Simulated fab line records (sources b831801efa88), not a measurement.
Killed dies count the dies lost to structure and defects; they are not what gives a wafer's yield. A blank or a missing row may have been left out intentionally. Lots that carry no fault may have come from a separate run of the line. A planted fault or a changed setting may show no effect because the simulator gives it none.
fab line records    flow sky130    part 2 of 2: steps 34 to 45 of 45
record lots=5  wafers=15  last-day=50
route steps=708 shown NWELL@78 PWDE@84 VT_ADJUST_HVTP@85 VT_ADJUST_LVTN@97 VT_ADJUST_NCORE@119
lots untouched by any fault: they come from a run of this same line in which no faults occurred
start-h: the number of hours between the record's first day and the start of the first shown wafer of the lot    wait-h: hours from the lot's prior step to this one    " identical to the entry in the row above    L1.1+2: one row covering several wafers at once    - no value, or no start was given    * or withheld: withheld    < > ~ a bound
route shown NAME@n: NAME is a module with steps in the file, n the number in the route of the first one    usual: mean and standard deviation over wafers with no fault    same: alike in all rows    chamber/n: place in a boat    sites: readings site by site    _std_site: the standard deviation of these    _edge_site: outer sites' mean less inner sites'    radius-mm: for every site, how far away it sits from the centre of the wafer    mask NAME#n: copy n    behind: the tool/chamber that last shaped the wafer    hold: why the lot was held/for how many hours/how that ended    device: whichever transistor did not switch (one of n, p or np)    end of line: the route-end tests of the same wafers    a step given without rows: its recipe and nothing more    killed: dies lost to structure and defects at the first sort, not the wafer's yield    map: the dies of a wafer, with x for killed, . for not killed, _ for no die there
set.NAME: the setting the step ran with; set.NAME@STEP: the setting that earlier step ran with    model.NAME: the simulator's own value behind a step, which no gauge read
a table for each step, a row for each wafer; lots at some steps of the route
services: from which hour (start-h, from the record's first day; less than 0 if before it) a tool's chamber was out of use, for how many hours, and why
## steps
# step SKY_VT_ADJUST_LVTN_EXPOSE_15
# recipe mask-id=HVN_STD_DERIVED  na=0.6  source-shape=conventional  sigma-outer=0.6  polarization=unpolarized  target-cd-nm=600  dose-mj=163
lot.wafer   tool              chamber  start-h  wait-h  mask
L074.2+5+6  iline-stepper-02  0        -        -       HVN_STD_DERIVED#0
L076.1+2+4  iline-stepper-02  0        -        -       HVN_STD_DERIVED#0
L078.1+5+6  iline-stepper-01  0        -        -       HVN_STD_DERIVED#0
L082.1+2+3  iline-stepper-02  0        -        -       HVN_STD_DERIVED#0
L097.1+3+6  iline-stepper-01  0        -        -       HVN_STD_DERIVED#0
# step SKY_VT_ADJUST_LVTN_PEB_16
# recipe temp-c=withheld  time-s=*  resist=NOVOLAK
lot.wafer   tool            chamber  start-h  wait-h
L074.2+5+6  litho-track-04  0        -        -
L076.1+2+4  litho-track-01  0        -        -
L078.1+5+6  litho-track-04  0        -        -
L082.1+2+3  litho-track-04  0        -        -
L097.1+3+6  litho-track-02  0        -        -
# step SKY_VT_ADJUST_LVTN_DEVELOP_17
# recipe resist=NOVOLAK  developer=TMAH  develop-time-s=60  dev-temp-c=23
lot.wafer   tool            chamber  start-h  wait-h
L074.2+5+6  litho-track-04  0        160.49   0.1
L076.1+2+4  litho-track-01  0        173.72   0.1
L078.1+5+6  litho-track-04  0        185.21   0.1
L082.1+2+3  litho-track-04  0        216.71   0.1
L097.1+3+6  litho-track-02  0        320.53   0.1
# step SKY_VT_ADJUST_LVTN_OVL_MEAS_18
# usual VT_ADJUST_LVTN_01_OVL=-1.0/1.5
lot.wafer  tool        chamber  start-h  wait-h  VT_ADJUST_LVTN_01_OVL[nm]
L074.2     overlay-01  -        160.62   0.1     -0.9
L074.5     "           -        "        "       -0.2
L074.6     "           -        "        "       -0.8
L076.1     overlay-01  -        173.87   0.1     -2.3
L076.2     "           -        "        "       -3.4
L076.4     "           -        "        "       -3.3
L078.1     overlay-02  -        185.36   0.1     0.6
L078.5     "           -        "        "       -1.3
L078.6     "           -        "        "       0.4
L082.1     overlay-01  -        216.86   0.1     -2.3
L082.2     "           -        "        "       -2.4
L082.3     "           -        "        "       -2.3
L097.1     overlay-01  -        320.68   0.1     0.7
L097.3     "           -        "        "       1.6
L097.6     "           -        "        "       1.1
# step SKY_VT_ADJUST_LVTN_IMPLANT_19
# recipe species=B  energy-kev=30  dose-cm2=6.5e+11  tilt-deg=withheld
# usual end-station-pressure-torr=5.04e-06/2.6e-07
lot.wafer  tool          chamber  start-h  wait-h  end-station-pressure-torr
L074.2     implanter-03  0        160.67   0.0     5.23e-06
L074.5     "             0        "        "       5.1e-06
L074.6     "             0        "        "       5.11e-06
L076.1     implanter-01  0        173.91   0.0     4.77e-06
L076.2     "             0        "        "       4.9e-06
L076.4     "             0        "        "       5.72e-06
L078.1     implanter-03  0        185.40   0.0     5.32e-06
L078.5     "             0        "        "       4.74e-06
L078.6     "             0        "        "       5.32e-06
L082.1     implanter-01  0        216.90   0.0     5.42e-06
L082.2     "             0        "        "       5.01e-06
L082.3     "             0        "        "       5.03e-06
L097.1     implanter-04  0        320.71   0.0     5.16e-06
L097.3     "             0        "        "       5.03e-06
L097.6     "             0        "        "       5.4e-06
# step SKY_VT_ADJUST_LVTN_STRIP_20
# recipe chemistry=O2/N2  power-w=1400  pressure-mtorr=1500  platen-temp-c=withheld  o2-flow-sccm=3000  n2-flow-sccm=300  overash-fraction=0.5
# usual drypump-motor-current-A=5.9/0.41  oes-product-au=0.715/0.0041  strip-time-to-endpoint-s=14.18/0.042
lot.wafer  tool             chamber  start-h  wait-h  drypump-motor-current-A  oes-product-au  rf-hours-counter-h  strip-time-to-endpoint-s
L074.2     plasma-asher-04  0        160.80   0.1     5.9                      0.718           4                   14.19
L074.5     "                0        "        "       5.8                      0.717           -                   14.20
L074.6     "                1        "        "       5.5                      0.709           -                   14.18
L076.1     plasma-asher-02  1        174.06   0.1     6.1                      0.714           52                  14.21
L076.2     "                0        "        "       5.2                      0.716           52                  14.20
L076.4     "                0        "        "       5.2                      0.710           -                   14.25
L078.1     plasma-asher-01  1        185.55   0.1     6.0                      0.715           50                  14.17
L078.5     "                0        "        "       6.5                      0.716           -                   14.19
L078.6     "                1        "        "       6.0                      0.710           -                   14.19
L082.1     plasma-asher-02  1        217.05   0.1     6.1                      0.718           56                  14.20
L082.2     "                0        "        "       5.2                      0.718           56                  14.17
L082.3     "                1        "        "       6.1                      0.711           -                   14.19
L097.1     plasma-asher-04  1        320.86   0.1     5.5                      0.712           20                  14.22
L097.3     "                1        "        "       5.5                      0.720           -                   14.25
L097.6     "                1        "        "       5.5                      0.719           -                   14.25
# step SKY_VT_ADJUST_LVTN_TW_MEAS_21
# usual VT_ADJUST_LVTN_2_TW=190.6/1.8
lot.wafer  tool           chamber  start-h  wait-h  VT_ADJUST_LVTN_2_TW
L074.2     film-metro-01  -        160.91   0.1     188.6
L074.5     "              -        "        "       188.8
L074.6     "              -        "        "       188.7
L076.1     film-metro-04  -        174.16   0.1     193.1
L076.2     "              -        "        "       193.7
L076.4     "              -        "        "       192.4
L078.1     film-metro-01  -        185.65   0.1     189.5
L078.5     "              -        "        "       189.5
L078.6     "              -        "        "       189.9
L082.1     film-metro-01  -        217.15   0.1     188.9
L082.2     "              -        "        "       189.4
L082.3     "              -        "        "       188.5
L097.1     film-metro-03  -        320.96   0.1     188.9
L097.3     "              -        "        "       188.1
L097.6     "              -        "        "       188.5
# step SKY_VT_ADJUST_NCORE_DEHYDRATE_00
# recipe temp-c=200  time-s=60
lot.wafer   tool            chamber  start-h  wait-h
L074.2+5+6  litho-track-02  0        169.85   8.9
L076.1+2+4  litho-track-02  0        183.98   9.8
L078.1+5+6  litho-track-03  0        195.79   10.1
L082.1+2+3  litho-track-02  0        227.63   10.5
L097.1+3+6  litho-track-02  0        333.62   12.7
# step SKY_VT_ADJUST_NCORE_HMDS_01
# recipe prime-time-s=60  prime-temp-c=120
lot.wafer   tool            chamber  start-h  wait-h
L074.2+5+6  litho-track-02  0        170.00   0.1
L076.1+2+4  litho-track-02  0        184.13   0.1
L078.1+5+6  litho-track-03  0        195.94   0.1
L082.1+2+3  litho-track-02  0        227.78   0.1
L097.1+3+6  litho-track-02  0        333.77   0.1
# step SKY_VT_ADJUST_NCORE_COAT_02
# recipe resist=NOVOLAK  spin-rpm=3000  resist-thk-nm=1140
lot.wafer   tool            chamber  start-h  wait-h
L074.2+5+6  litho-track-02  0        170.15   0.1
L076.1+2+4  litho-track-02  0        184.28   0.1
L078.1+5+6  litho-track-03  0        196.09   0.1
L082.1+2+3  litho-track-02  0        227.93   0.1
L097.1+3+6  litho-track-02  0        333.92   0.1
# step SKY_VT_ADJUST_NCORE_SOFTBAKE_03
# recipe temp-c=90  time-s=60  resist=NOVOLAK
lot.wafer   tool            chamber  start-h  wait-h
L074.2+5+6  litho-track-02  0        170.30   0.1
L076.1+2+4  litho-track-02  0        184.43   0.1
L078.1+5+6  litho-track-03  0        196.24   0.1
L082.1+2+3  litho-track-02  0        228.08   0.1
L097.1+3+6  litho-track-02  0        334.07   0.1
# step SKY_VT_ADJUST_NCORE_EXPOSE_04
# recipe mask-id=LVTN_COMPLEMENT_THIN  na=0.6  source-shape=conventional  sigma-outer=0.6  polarization=unpolarized  target-cd-nm=380  dose-mj=139
lot.wafer   tool              chamber  start-h  wait-h  mask
L074.2+5+6  iline-stepper-01  0        -        -       LVTN_COMPLEMENT_THIN#0
L076.1+2+4  iline-stepper-01  0        -        -       LVTN_COMPLEMENT_THIN#0
L078.1+5+6  iline-stepper-02  0        -        -       LVTN_COMPLEMENT_THIN#0
L082.1+2+3  iline-stepper-02  0        -        -       LVTN_COMPLEMENT_THIN#0
L097.1+3+6  iline-stepper-01  0        -        -       LVTN_COMPLEMENT_THIN#0
## services
tool              chamber  start-h  hours  kind
implanter-01      -        85.49    4.1    repair
plasma-asher-01   -        86.72    2.8    pm
implanter-02      -        89.51    1.4    repair
plasma-asher-04   -        108.75   9.0    pm
plasma-asher-02   -        110.65   5.4    repair
iline-stepper-02  -        111.80   4.6    repair
plasma-asher-03   -        112.16   11.3   repair
implanter-01      -        125.21   5.2    pm
wet-bench-04      -        126.11   3.3    repair
rtp-anneal-01     -        126.12   1.5    repair
plasma-asher-03   -        128.24   2.5    repair
plasma-asher-03   -        138.45   2.4    repair
implanter-04      -        165.38   0.7    repair
iline-stepper-02  -        173.69   1.7    pm
implanter-03      -        197.67   31.8   pm
plasma-asher-04   -        231.93   3.5    repair
iline-stepper-02  -        236.16   8.9    pm
implanter-03      -        236.48   1.2    repair
plasma-asher-02   -        247.41   0.4    repair
plasma-asher-04   -        255.71   0.9    repair
iline-stepper-02  -        258.28   6.3    repair
plasma-asher-01   -        265.80   0.9    repair
plasma-asher-04   -        271.15   2.1    repair
iline-stepper-01  -        288.42   1.7    pm
